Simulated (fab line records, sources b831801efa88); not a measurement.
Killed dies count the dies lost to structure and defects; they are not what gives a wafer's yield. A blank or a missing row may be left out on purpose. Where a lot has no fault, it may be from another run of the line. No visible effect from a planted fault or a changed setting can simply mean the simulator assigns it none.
fab line records + flow sfqLine
record:
- lots: 6
- wafers: 16
- lastDay: 82
route steps=325 shown M1@62 I1@73 M2@88
lots that met no fault: taken from a fault-free run of the same line
startH: hours from the record's opening day to when the first of the lot's shown wafers began + waitH: hours elapsed since this lot's preceding step + " the same as in the row above + L1.1+2: a single row standing in for several wafers + - no value present, or no start provided + * or withheld: withheld + < > ~ a bound
route shown NAME@n: a module of which the file shows steps, and the number in the route of the first + usual: mean/standard deviation taken from wafers without a fault + same: alike in all rows + chamber/n: place in a boat + sites: readings site by site + _std_site: how widely they spread, as a standard deviation + _edge_site: outer sites' mean less inner sites' + radiusMm: how far each site lies from the wafer's centre + mask NAME#n: copy n + behind: tool/chamber where the wafer was last shaped + hold: cause of the lot's hold/its duration in hours/its outcome + device: the transistor (n, p or np) that didn't switch + end of line: the tests these same wafers got at the end of their route + a step with no rows: only its recipe + killed: not the wafer's yield, but the dies lost to structure and defects at the first sort + map: per-die view of a wafer (x killed, . not killed, _ where there is no die)
set.NAME: the setting the step ran with; set.NAME@STEP: the setting that earlier step ran with + model.NAME: the simulator's own value behind a step, which no gauge read
lots seen at some steps along the route; tables by step, rows by wafer
services: a tool's chamber out of use, with start hour (startH, from the record's first day; less than 0 if before it), hours out, and reason
== steps ==
step: SFQ_TRILAYER_M1_LITHO_COAT_044
recipe:
- resist: BARC
- spinRpm: 3000
- resistThkNm: 62
step: SFQ_TRILAYER_M1_LITHO_COAT_039
recipe:
- resist: KrF
- spinRpm: 3000
- resistThkNm: 600
step: SFQ_TRILAYER_M1_LITHO_SOFTBAKE_043
recipe:
- tempC: withheld
- timeS: withheld
- resist: KrF
step: SFQ_TRILAYER_M1_LITHO_EXPOSE_040
recipe:
- maskId: M1
- na: 0.6
- sourceShape: conventional
- sigmaOuter: 0.65
- targetCdNm: 500
- doseMj: 14.4
step: SFQ_TRILAYER_M1_LITHO_PEB_042
recipe:
- pebTempC: 115
- pebTimeS: 60
- resist: KrF
step: SFQ_TRILAYER_M1_LITHO_DEVELOP_041
recipe:
- timeS: 60
- resist: KrF
step: SFQ_M1_OVL_MEAS_911
usual:
- M1_OVL: 1/4.1
| lot.wafer | tool       | chamber | startH | waitH | M1_OVL[nm] |
|-----------|------------|---------|--------|-------|------------|
| L184.4    | overlay-02 | -       | 347.56 | 0.1   | -4         |
| L184.5    | "          | -       | "      | "     | -4         |
| L184.6    | "          | -       | "      | "     | 3          |
| L191.4    | overlay-02 | -       | 417.39 | 0.1   | 3          |
| L191.6    | "          | -       | "      | "     | 6          |
| L192.2    | overlay-02 | -       | 426.97 | 0.1   | -2         |
| L192.3    | "          | -       | "      | "     | -8         |
| L197.1    | overlay-01 | -       | 513.37 | 0.1   | 2          |
| L197.3    | "          | -       | "      | "     | 0          |
| L197.6    | "          | -       | "      | "     | 5          |
| L203.2    | overlay-02 | -       | 591.98 | 0.1   | 1          |
| L203.4    | "          | -       | "      | "     | 2          |
| L203.6    | "          | -       | "      | "     | 1          |
| L206.1    | overlay-01 | -       | 612.37 | 0.1   | -3         |
| L206.5    | "          | -       | "      | "     | -1         |
| L206.6    | "          | -       | "      | "     | -1         |
step: SFQ_TRILAYER_M1_BARC_OPEN_METAL_ETCH_054
recipe:
- maskMaterial: PR
- chemistry: O2
- targetDepthNm: 125
- target: BARC
- icpW: 600
- biasW: 80
- pressureMtorr: 10
- timeS: 41.7
usual:
- drypumpMotorCurrentA: 5.6/0.45
- oesProductAu: 0.686/0.0047
| lot.wafer | tool        | chamber | startH | waitH | drypumpMotorCurrentA | oesProductAu | rfHoursCounterH |
|-----------|-------------|---------|--------|-------|----------------------|--------------|-----------------|
| L184.4    | rieMetal-01 | 0       | 347.60 | 0.0   | 6.1                  | 0.694        | -               |
| L184.5    | "           | 1       | "      | "     | 5.5                  | 0.692        | -               |
| L184.6    | "           | 0       | "      | "     | 6.1                  | 0.692        | -               |
| L191.4    | rieMetal-01 | 0       | 417.42 | 0.0   | 6.1                  | 0.691        | -               |
| L191.6    | "           | 1       | "      | "     | 5.5                  | 0.691        | -               |
| L192.2    | rieMetal-02 | 1       | 427.00 | 0.0   | 5.6                  | 0.683        | 26              |
| L192.3    | "           | 0       | "      | "     | 6.4                  | 0.685        | -               |
| L197.1    | rieMetal-01 | 1       | 513.40 | 0.0   | 5.5                  | 0.687        | 20              |
| L197.3    | "           | 0       | "      | "     | 6.1                  | 0.688        | -               |
| L197.6    | "           | 1       | "      | "     | 5.5                  | 0.689        | -               |
| L203.2    | rieMetal-01 | 1       | 592.01 | 0.0   | 5.5                  | 0.690        | 33              |
| L203.4    | "           | 1       | "      | "     | 5.5                  | 0.681        | -               |
| L203.6    | "           | 0       | "      | "     | 6.1                  | 0.685        | -               |
| L206.1    | rieMetal-01 | 0       | 612.41 | 0.0   | 6.1                  | 0.689        | 91              |
| L206.5    | "           | 1       | "      | "     | 5.5                  | 0.680        | -               |
| L206.6    | "           | 0       | "      | "     | 6.1                  | 0.687        | -               |
step: SFQ_TRILAYER_M1_ETCH_METAL_ETCH_042
recipe:
- target: Nb
- stopOn: SiO2
- maskMaterial: PR
- chemistry: Cl2/Ar
- targetDepthNm: 240
- icpW: 600
- biasW: 80
- pressureMtorr: 10
- timeS: 120
usual:
- drypumpMotorCurrentA: 5.6/0.45
- oesProductAu: 0.895/0.0062
| lot.wafer | tool        | chamber | startH | waitH | drypumpMotorCurrentA | oesProductAu | rfHoursCounterH |
|-----------|-------------|---------|--------|-------|----------------------|--------------|-----------------|
| L184.4    | rieMetal-01 | 0       | 347.68 | 0.1   | 6.1                  | 0.901        | -               |
| L184.5    | "           | 1       | "      | "     | 5.5                  | 0.891        | -               |
| L184.6    | "           | 0       | "      | "     | 6.1                  | 0.897        | -               |
| L191.4    | rieMetal-01 | 0       | 417.50 | 0.1   | 6.1                  | 0.907        | -               |
| L191.6    | "           | 1       | "      | "     | 5.5                  | 0.902        | -               |
| L192.2    | rieMetal-02 | 1       | 427.06 | 0.0   | 5.5                  | 0.893        | 26              |
| L192.3    | "           | 0       | "      | "     | 6.5                  | 0.890        | -               |
| L197.1    | rieMetal-01 | 1       | 513.46 | 0.0   | 5.5                  | 0.884        | 20              |
| L197.3    | "           | 0       | "      | "     | 6.1                  | 0.888        | -               |
| L197.6    | "           | 1       | "      | "     | 5.5                  | 0.890        | -               |
| L203.2    | rieMetal-01 | 1       | 592.06 | 0.0   | 5.5                  | 0.889        | 33              |
| L203.4    | "           | 1       | "      | "     | 5.5                  | 0.897        | -               |
| L203.6    | "           | 0       | "      | "     | 6.1                  | 0.898        | -               |
| L206.1    | rieMetal-01 | 0       | 612.46 | 0.0   | 6.1                  | 0.901        | 91              |
| L206.5    | "           | 1       | "      | "     | 5.5                  | 0.895        | -               |
| L206.6    | "           | 0       | "      | "     | 6.1                  | 0.887        | -               |
step: SFQ_TRILAYER_M1_STRIP_STRIP_043
recipe:
- gas: O2
- powerW: 200
- platenTempC: 40
- overashFraction: 0.65
- chemistry: O2
- pressureMtorr: 50
usual:
- drypumpMotorCurrentA: 5.6/0.45
- oesProductAu: 1.001/0.0075
- platenTempC: 40.02/0.12
| lot.wafer | tool        | chamber | startH | waitH | drypumpMotorCurrentA | oesProductAu | platenTempC | rfHoursCounterH |
|-----------|-------------|---------|--------|-------|----------------------|--------------|-------------|-----------------|
| L184.4    | rieMetal-01 | 0       | 347.96 | 0.2   | 6.1                  | 1.004        | 39.92       | -               |
| L184.5    | "           | 1       | "      | "     | 5.5                  | 1.005        | 40.09       | -               |
| L184.6    | "           | 0       | "      | "     | 6.1                  | 1.006        | 39.99       | -               |
| L191.4    | rieMetal-01 | 0       | 417.79 | 0.2   | 6.1                  | 0.994        | 39.94       | -               |
| L191.6    | "           | 1       | "      | "     | 5.5                  | 0.982        | 39.91       | -               |
| L192.2    | rieMetal-02 | 1       | 427.19 | 0.1   | 5.6                  | 1.008        | 39.83       | 26              |
| L192.3    | "           | 0       | "      | "     | 6.4                  | 1.001        | 40.17       | -               |
| L197.1    | rieMetal-01 | 1       | 513.59 | 0.1   | 5.5                  | 0.982        | 40.00       | 20              |
| L197.3    | "           | 0       | "      | "     | 6.1                  | 1.000        | 39.86       | -               |
| L197.6    | "           | 1       | "      | "     | 5.5                  | 0.990        | 39.98       | -               |
| L203.2    | rieMetal-01 | 1       | 592.19 | 0.1   | 5.5                  | 1.004        | 39.95       | 33              |
| L203.4    | "           | 1       | "      | "     | 5.5                  | 1.002        | 40.02       | -               |
| L203.6    | "           | 0       | "      | "     | 6.1                  | 1.012        | 39.85       | -               |
| L206.1    | rieMetal-01 | 0       | 612.59 | 0.1   | 6.1                  | 1.002        | 40.14       | 91              |
| L206.5    | "           | 1       | "      | "     | 5.5                  | 1.010        | 39.88       | -               |
| L206.6    | "           | 0       | "      | "     | 6.1                  | 1.003        | 40.23       | -               |
step: SFQ_TRILAYER_M1_STRIP_SOLV_CLEAN_044
recipe:
- chemistry: NMP
- tempC: 70
- timeS: 600
step: SFQ_TRILAYER_I1_DEP_PECVD_045
recipe:
- material: SiO2
- tempC: 150
- timeS: 111.11
- pressureTorr: 2.4
- rfW: 183.3
- precursor: SiH4/N2O
- targetThkNm: 500
step: SFQ_TRILAYER_I1_CMP_CMP_046
recipe:
- material: SiO2
- downForcePsi: 3
- platenRpm: 60
- padVelocityMS: 0.94248
usual:
- motorCurrentA: 10.7/1
- platenRpm: 60.00/0.04
- retainingRingPressureFrac: 1.000/0.0044
- slurryFlowMlMin: 150.0/0.41
- timeToEndpointS: 215/6.1
| lot.wafer | tool   | chamber | startH | waitH | motorCurrentA | platenRpm | retainingRingPressureFrac | slurryFlowMlMin | timeToEndpointS | model.SiO2_of_TRILAYER_I1_DEP_PECVD_045.thkNm |
|-----------|--------|---------|--------|-------|---------------|-----------|---------------------------|-----------------|-----------------|-----------------------------------------------|
| L184.4    | cmp-02 | 2       | 360.82 | 12.2  | 9.9           | 59.99     | 1.002                     | 150.3           | 220             | 200.1                                         |
| L184.6    | "      | 2       | 362.82 | 14.2  | 10.0          | 60.03     | 1.003                     | 149.9           | 216             | 199.8                                         |
| L184.5    | "      | 3       | "      | "     | 9.3           | 60.06     | 1.000                     | 150.5           | 214             | 200.4                                         |
| L191.4    | cmp-01 | 3       | 418.44 | 0.0   | 12.2          | 59.96     | 0.989                     | 149.5           | 214             | 200.6                                         |
| L191.6    | "      | 3       | 420.44 | 2.0   | 11.6          | 59.97     | 1.002                     | 150.3           | 205             | 215.3                                         |
| L192.2    | cmp-01 | 1       | 429.09 | 1.1   | 11.5          | 59.99     | 1.001                     | 150.3           | 221             | 201.4                                         |
| L192.3    | "      | 2       | "      | "     | 9.8           | 60.01     | 0.999                     | 150.6           | 199             | 215.6                                         |
| L197.1    | cmp-01 | 3       | 519.27 | 4.8   | 11.4          | 60.00     | 1.001                     | 150.2           | 222             | 201.4                                         |
| L197.3    | "      | 1       | 520.27 | 5.8   | 12.0          | 60.01     | 1.005                     | 149.6           | 220             | 200.5                                         |
| L197.6    | "      | 2       | "      | "     | 9.3           | 60.03     | 1.000                     | 149.8           | 227             | 200.2                                         |
| L203.2    | cmp-02 | 0       | 595.66 | 2.7   | 9.5           | 59.98     | 1.002                     | 149.5           | 219             | 200.3                                         |
| L203.4    | "      | 1       | "      | "     | 11.3          | 59.98     | 1.007                     | 149.7           | 211             | 200.2                                         |
| L203.6    | "      | 3       | 597.16 | 4.1   | 10.0          | 60.00     | 1.005                     | 150.2           | 212             | 199.5                                         |
| L206.1    | cmp-02 | 1       | 614.44 | 1.0   | 10.9          | 59.96     | 0.995                     | 150.0           | 208             | 199.4                                         |
| L206.5    | "      | 3       | 615.44 | 2.0   | 9.6           | 59.98     | 1.001                     | 149.9           | 225             | 199.8                                         |
| L206.6    | "      | 0       | "      | "     | 9.7           | 60.02     | 0.997                     | 149.3           | 220             | 199.3                                         |
step: SFQ_I1_BOW_MEAS_912
recipe:
- mode: bow
usual:
- I1_BOW: 2/7.9
| lot.wafer | tool         | chamber | startH | waitH | I1_BOW[um] |
|-----------|--------------|---------|--------|-------|------------|
| L184.4    | filmMetro-04 | -       | 363.88 | 2.6   | -5         |
| L184.5    | "            | -       | "      | "     | -14        |
| L184.6    | "            | -       | "      | "     | 5          |
| L191.4    | filmMetro-01 | -       | 421.50 | 2.6   | 10         |
| L191.6    | "            | -       | "      | "     | -13        |
| L192.2    | filmMetro-01 | -       | 431.61 | 2.0   | -8         |
| L192.3    | "            | -       | "      | "     | 2          |
| L197.1    | filmMetro-03 | -       | 521.77 | 2.0   | -1         |
| L197.3    | "            | -       | "      | "     | 9          |
| L197.6    | "            | -       | "      | "     | 1          |
| L203.2    | filmMetro-04 | -       | 598.18 | 2.0   | -1         |
| L203.4    | "            | -       | "      | "     | 5          |
| L203.6    | "            | -       | "      | "     | 14         |
| L206.1    | filmMetro-01 | -       | 616.44 | 1.5   | -4         |
| L206.5    | "            | -       | "      | "     | 8          |
| L206.6    | "            | -       | "      | "     | 7          |
step: SFQ_TRILAYER_I1_METRO_MEASURE_047
usual:
- thkNm: 199.9/0.71
| lot.wafer | tool         | chamber | startH | waitH | thkNm |
|-----------|--------------|---------|--------|-------|-------|
| L184.4    | filmMetro-04 | -       | 364.54 | 0.6   | 200.0 |
| L184.5    | "            | -       | "      | "     | 200.6 |
| L184.6    | "            | -       | "      | "     | 199.8 |
| L191.4    | filmMetro-01 | -       | 422.16 | 0.6   | 200.5 |
| L191.6    | "            | -       | "      | "     | 215.1 |
| L192.2    | filmMetro-01 | -       | 431.91 | 0.3   | 201.4 |
| L192.3    | "            | -       | "      | "     | 215.6 |
| L197.1    | filmMetro-03 | -       | 521.89 | 0.1   | 201.3 |
| L197.3    | "            | -       | "      | "     | 200.6 |
| L197.6    | "            | -       | "      | "     | 200.2 |
| L203.2    | filmMetro-04 | -       | 598.48 | 0.3   | 200.2 |
| L203.4    | "            | -       | "      | "     | 200.3 |
| L203.6    | "            | -       | "      | "     | 199.6 |
| L206.1    | filmMetro-01 | -       | 616.56 | 0.1   | 199.4 |
| L206.5    | "            | -       | "      | "     | 199.9 |
| L206.6    | "            | -       | "      | "     | 199.4 |
step: SFQ_TRILAYER_I1_VIA_LITHO_COAT_054
recipe:
- resist: BARC
- spinRpm: 3000
- resistThkNm: 62
step: SFQ_TRILAYER_I1_VIA_LITHO_COAT_049
recipe:
- resist: KrF
- spinRpm: 3000
- resistThkNm: 650
step: SFQ_TRILAYER_I1_VIA_LITHO_SOFTBAKE_053
recipe:
- tempC: withheld
- timeS: withheld
- resist: KrF
step: SFQ_TRILAYER_I1_VIA_LITHO_EXPOSE_050
recipe:
- maskId: I1
- na: 0.6
- sourceShape: conventional
- sigmaOuter: 0.65
- targetCdNm: 500
- doseMj: 21.3
step: SFQ_TRILAYER_I1_VIA_LITHO_PEB_052
recipe:
- pebTempC: 115
- pebTimeS: 60
- resist: KrF
step: SFQ_TRILAYER_I1_VIA_LITHO_DEVELOP_051
recipe:
- timeS: 60
- resist: KrF
step: SFQ_I1_OVL_MEAS_913
usual:
- I1_OVL: -3/5.1
| lot.wafer | tool       | chamber | startH | waitH | I1_OVL[nm] |
|-----------|------------|---------|--------|-------|------------|
| L184.4    | overlay-02 | -       | 519.39 | 0.1   | -4         |
| L184.5    | "          | -       | "      | "     | 1          |
| L184.6    | "          | -       | "      | "     | 3          |
| L191.4    | overlay-01 | -       | 581.19 | 0.1   | -4         |
| L191.6    | "          | -       | "      | "     | 3          |
| L192.2    | overlay-02 | -       | 594.38 | 0.1   | -9         |
| L192.3    | "          | -       | "      | "     | -2         |
| L197.1    | overlay-02 | -       | 674.93 | 0.1   | 0          |
| L197.3    | "          | -       | "      | "     | -4         |
| L197.6    | "          | -       | "      | "     | 2          |
| L203.2    | overlay-02 | -       | 751.21 | 0.1   | -3         |
| L203.4    | "          | -       | "      | "     | -6         |
| L203.6    | "          | -       | "      | "     | -6         |
| L206.1    | overlay-01 | -       | 764.41 | 0.1   | -1         |
| L206.5    | "          | -       | "      | "     | 4          |
| L206.6    | "          | -       | "      | "     | -5         |
step: SFQ_TRILAYER_I1_VIA_BARC_OPEN_VIA_ETCH_071
recipe:
- maskMaterial: PR
- chemistry: O2
- targetDepthNm: 125
- target: BARC
- sourceW: 500
- biasW: 80
- pressureMtorr: 30
- timeS: 41.7
step: SFQ_TRILAYER_I1_VIA_ETCH_VIA_ETCH_052
recipe:
- target: SiO2
- stopOn: Nb
- maskMaterial: PR
- taperDeg: 20
- chemistry: CHF3
- targetDepthNm: 260
- sourceW: 500
- biasW: 80
- pressureMtorr: 30
- timeS: withheld
usual:
- drypumpMotorCurrentA: 5.8/0.62
- oesProductAu: 0.854/0.0046
| lot.wafer | tool       | chamber | startH | waitH | drypumpMotorCurrentA | oesProductAu | model.I1.featureDepthNm | model.etch.depthNm |
|-----------|------------|---------|--------|-------|----------------------|--------------|-------------------------|--------------------|
| L184.4    | rieDiel-03 | 1       | 519.50 | 0.1   | 6.5                  | 0.866        | 200.1                   | 200.1              |
| L184.5    | "          | 0       | "      | "     | 5.1                  | 0.859        | 200.4                   | 200.4              |
| L184.6    | "          | 2       | "      | "     | 6.5                  | 0.855        | 199.8                   | 199.8              |
| L191.4    | rieDiel-01 | 1       | 581.24 | 0.0   | 4.7                  | 0.855        | 200.6                   | 200.6              |
| L191.6    | "          | 3       | "      | "     | 6.5                  | 0.888        | 215.3                   | 215.3              |
| L192.2    | rieDiel-04 | 0       | 594.44 | 0.0   | 5.5                  | 0.861        | 201.4                   | 201.4              |
| L192.3    | "          | 2       | "      | "     | 5.6                  | 0.889        | 215.6                   | 215.6              |
| L197.1    | rieDiel-01 | 1       | 675.01 | 0.0   | 4.7                  | 0.852        | 201.4                   | 201.4              |
| L197.3    | "          | 2       | "      | "     | 5.7                  | 0.854        | 200.5                   | 200.5              |
| L197.6    | "          | 2       | "      | "     | 5.6                  | 0.858        | 200.2                   | 200.2              |
| L203.2    | rieDiel-03 | 0       | 751.28 | 0.0   | 5.1                  | 0.855        | 200.3                   | 200.3              |
| L203.4    | "          | 1       | "      | "     | 6.5                  | 0.851        | 200.2                   | 200.2              |
| L203.6    | "          | 3       | "      | "     | 5.2                  | 0.853        | 199.5                   | 199.5              |
| L206.1    | rieDiel-03 | 2       | 764.48 | 0.0   | 6.5                  | 0.856        | 199.4                   | 199.4              |
| L206.5    | "          | 2       | "      | "     | 6.5                  | 0.853        | 199.8                   | 199.8              |
| L206.6    | "          | 1       | "      | "     | 6.5                  | 0.850        | 199.3                   | 199.3              |
step: SFQ_TRILAYER_I1_VIA_STRIP_STRIP_053
recipe:
- gas: O2
- powerW: 200
- platenTempC: 40
- overashFraction: 0.65
- chemistry: O2
- pressureMtorr: 50
usual:
- drypumpMotorCurrentA: 5.4/0.42
- oesProductAu: 1.002/0.008
- platenTempC: 39.99/0.1
| lot.wafer | tool        | chamber | startH | waitH | drypumpMotorCurrentA | oesProductAu | platenTempC | rfHoursCounterH |
|-----------|-------------|---------|--------|-------|----------------------|--------------|-------------|-----------------|
| L184.4    | rieMetal-04 | 0       | 519.76 | -     | 5.2                  | 1.008        | 40.09       | -               |
| L184.5    | "           | 1       | "      | "     | 5.0                  | 1.002        | 39.99       | -               |
| L184.6    | "           | 0       | "      | "     | 5.2                  | 1.002        | 40.01       | -               |
| L191.4    | rieMetal-04 | 1       | 581.56 | -     | 5.0                  | 1.000        | 39.98       | -               |
| L191.6    | "           | 1       | "      | "     | 5.0                  | 1.015        | 40.06       | -               |
| L192.2    | rieMetal-03 | 1       | 594.56 | -     | 4.9                  | 1.012        | 39.87       | 61              |
| L192.3    | "           | 0       | "      | "     | 6.1                  | 0.993        | 39.91       | -               |
| L197.1    | rieMetal-03 | 1       | 675.12 | -     | 5.0                  | 0.998        | 40.01       | 67              |
| L197.3    | "           | 1       | "      | "     | 5.0                  | 1.010        | 40.11       | -               |
| L197.6    | "           | 1       | "      | "     | 5.0                  | 1.005        | 40.04       | -               |
| L203.2    | rieMetal-03 | 0       | 751.40 | -     | 6.0                  | 0.992        | 40.21       | 48              |
| L203.4    | "           | 1       | "      | "     | 5.0                  | 1.007        | 40.00       | -               |
| L203.6    | "           | 1       | "      | "     | 4.9                  | 1.001        | 40.17       | -               |
| L206.1    | rieMetal-01 | 0       | 764.60 | -     | 6.1                  | 1.004        | 40.05       | 107             |
| L206.5    | "           | 1       | "      | "     | 5.5                  | 0.989        | 40.10       | -               |
| L206.6    | "           | 0       | "      | "     | 6.1                  | 0.997        | 40.17       | -               |
step: SFQ_TRILAYER_I1_VIA_STRIP_SOLV_CLEAN_054
recipe:
- chemistry: NMP
- tempC: 70
- timeS: 600
step: SFQ_TRILAYER_M2_DEP_PRE_CLEAN_056
recipe:
- gas: Ar
- timeS: 22.5
- biasV: 250
usual:
- biasV: 250.0/2.3
| lot.wafer | tool          | chamber | startH | waitH | biasV | model.SiO2_of_TRILAYER_I1_DEP_PECVD_045.thkNm |
|-----------|---------------|---------|--------|-------|-------|-----------------------------------------------|
| L184.4    | pvdSputter-03 | -       | 520.33 | 0.0   | 247.5 | 192.6                                         |
| L184.5    | "             | -       | "      | "     | 253.0 | 192.9                                         |
| L184.6    | "             | -       | "      | "     | 250.6 | 192.3                                         |
| L191.4    | pvdSputter-03 | -       | 582.13 | 0.0   | 253.8 | 193.1                                         |
| L191.6    | "             | -       | "      | "     | 253.7 | 207.8                                         |
| L192.2    | pvdSputter-04 | -       | 595.33 | 0.0   | 247.7 | 193.9                                         |
| L192.3    | "             | -       | "      | "     | 247.6 | 208.1                                         |
| L197.1    | pvdSputter-05 | -       | 676.51 | 0.0   | 249.7 | 193.9                                         |
| L197.3    | "             | -       | "      | "     | 250.1 | 193                                           |
| L197.6    | "             | -       | "      | "     | 248.2 | 192.7                                         |
| L203.2    | pvdSputter-03 | -       | 752.17 | 0.0   | 248.2 | 192.8                                         |
| L203.4    | "             | -       | "      | "     | 248.3 | 192.7                                         |
| L203.6    | "             | -       | "      | "     | 251.9 | 192                                           |
| L206.1    | pvdSputter-03 | -       | 765.37 | 0.0   | 248.1 | 191.9                                         |
| L206.5    | "             | -       | "      | "     | 250.4 | 192.3                                         |
| L206.6    | "             | -       | "      | "     | 245.8 | 191.8                                         |
step: SFQ_TRILAYER_M2_DEP_SPUTTER_055
recipe:
- material: Nb
- basePressurePa: 1.33e-06
- chamberPressurePa: 0.1333
- substrateTempC: 20
- resputterCathodeVoltageV: 400
- targetThkNm: 200
- powerW: 2000
- timeS: 133.3
usual:
- resputterCathodeVoltageV: 400/4.3
- throttleValvePct: 30.5/1
| lot.wafer | tool          | chamber | startH | waitH | resputterCathodeVoltageV | throttleValvePct |
|-----------|---------------|---------|--------|-------|--------------------------|------------------|
| L184.4    | pvdSputter-03 | -       | 520.36 | 0.0   | 398                      | 29.7             |
| L184.5    | "             | -       | "      | "     | 405                      | 31.0             |
| L184.6    | "             | -       | "      | "     | 401                      | 32.2             |
| L191.4    | pvdSputter-03 | -       | 582.16 | 0.0   | 397                      | 32.4             |
| L191.6    | "             | -       | "      | "     | 407                      | 30.0             |
| L192.2    | pvdSputter-04 | -       | 595.36 | 0.0   | 410                      | 31.1             |
| L192.3    | "             | -       | "      | "     | 398                      | 30.8             |
| L197.1    | pvdSputter-05 | -       | 676.54 | 0.0   | 404                      | 30.0             |
| L197.3    | "             | -       | "      | "     | 393                      | 29.6             |
| L197.6    | "             | -       | "      | "     | 397                      | 31.9             |
| L203.2    | pvdSputter-03 | -       | 752.20 | 0.0   | 402                      | 29.4             |
| L203.4    | "             | -       | "      | "     | 401                      | 31.2             |
| L203.6    | "             | -       | "      | "     | 409                      | 32.3             |
| L206.1    | pvdSputter-03 | -       | 765.40 | 0.0   | 401                      | 29.5             |
| L206.5    | "             | -       | "      | "     | 405                      | 32.5             |
| L206.6    | "             | -       | "      | "     | 400                      | 31.0             |
== services ==
| tool          | chamber | startH | hours | kind   |
|---------------|---------|--------|-------|--------|
| rieDiel-03    | 0       | 347.79 | 6.6   | repair |
| pvdSputter-03 | -       | 368.37 | 2.2   | repair |
| rieDiel-03    | 3       | 390.62 | 14.0  | repair |
| cmp-02        | -       | 391.00 | 0.4   | repair |
| cmp-02        | -       | 399.47 | 0.8   | repair |
| rieMetal-01   | 1       | 429.38 | 7.9   | repair |
| cmp-02        | -       | 433.16 | 1.9   | repair |
| rieDiel-03    | 3       | 435.09 | 6.3   | repair |
| cmp-02        | -       | 465.19 | 4.1   | pm     |
| cmp-02        | -       | 469.25 | 2.3   | repair |
| cmp-02        | -       | 489.07 | 11.7  | repair |
| rieDiel-03    | 3       | 511.91 | 13.4  | repair |
| pvdSputter-03 | -       | 534.89 | 7.2   | repair |
| cmp-02        | -       | 544.69 | 0.2   | repair |
| cmp-02        | -       | 574.85 | 4.0   | pm     |
| cmp-02        | -       | 578.85 | 13.3  | pm     |
| rieDiel-03    | -       | 608.51 | 0.4   | repair |
| rieDiel-03    | -       | 616.41 | 14.6  | pm     |
| rieDiel-03    | 2       | 642.55 | 2.7   | repair |
| rieDiel-03    | 1       | 692.40 | 2.6   | repair |
| rieMetal-01   | -       | 704.15 | 0.5   | repair |
| rieMetal-01   | 0       | 722.95 | 15.1  | repair |
| pvdSputter-03 | -       | 733.24 | 7.3   | repair |
| cmp-02        | -       | 736.67 | 1.0   | repair |
== key ==
firstSign:
- step: SFQ_TRILAYER_I1_METRO_MEASURE_047
- reading: thkNm
- direction: up
- sigmas: 22
- usual: 199.9
- struck: 215.4
effect:
- step: SFQ_TRILAYER_I1_VIA_ETCH_VIA_ETCH_052
- reading: oesProductAu
- direction: up
- sigmas: 7.5
- usual: 0.854
- struck: 0.888
modelEffect:
- step: SFQ_TRILAYER_I1_CMP_CMP_046
- value: SiO2_of_TRILAYER_I1_DEP_PECVD_045.thkNm
- without: 200.5
- struck: 215.5
modelEffect:
- step: SFQ_TRILAYER_I1_VIA_ETCH_VIA_ETCH_052
- value: I1.featureDepthNm
- without: 200.5
- struck: 215.5
modelEffect:
- step: SFQ_TRILAYER_M2_DEP_PRE_CLEAN_056
- value: SiO2_of_TRILAYER_I1_DEP_PECVD_045.thkNm
- without: 193
- struck: 208
metAt SFQ_TRILAYER_I1_CMP_CMP_046
struckWafers L191.6,L192.3
fault:
- kind: processParameterDrift
- tool: cmp-01
- chamber: -
- onsetH: 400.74
- steps: SFQ_TRILAYER_I1_CMP_CMP_046
- channel: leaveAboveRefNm
- offset: 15
- shape: step
- endH: 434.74
- scope: struckWafersOnly
- actsIn: theseRecipesOnly
- stated: 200
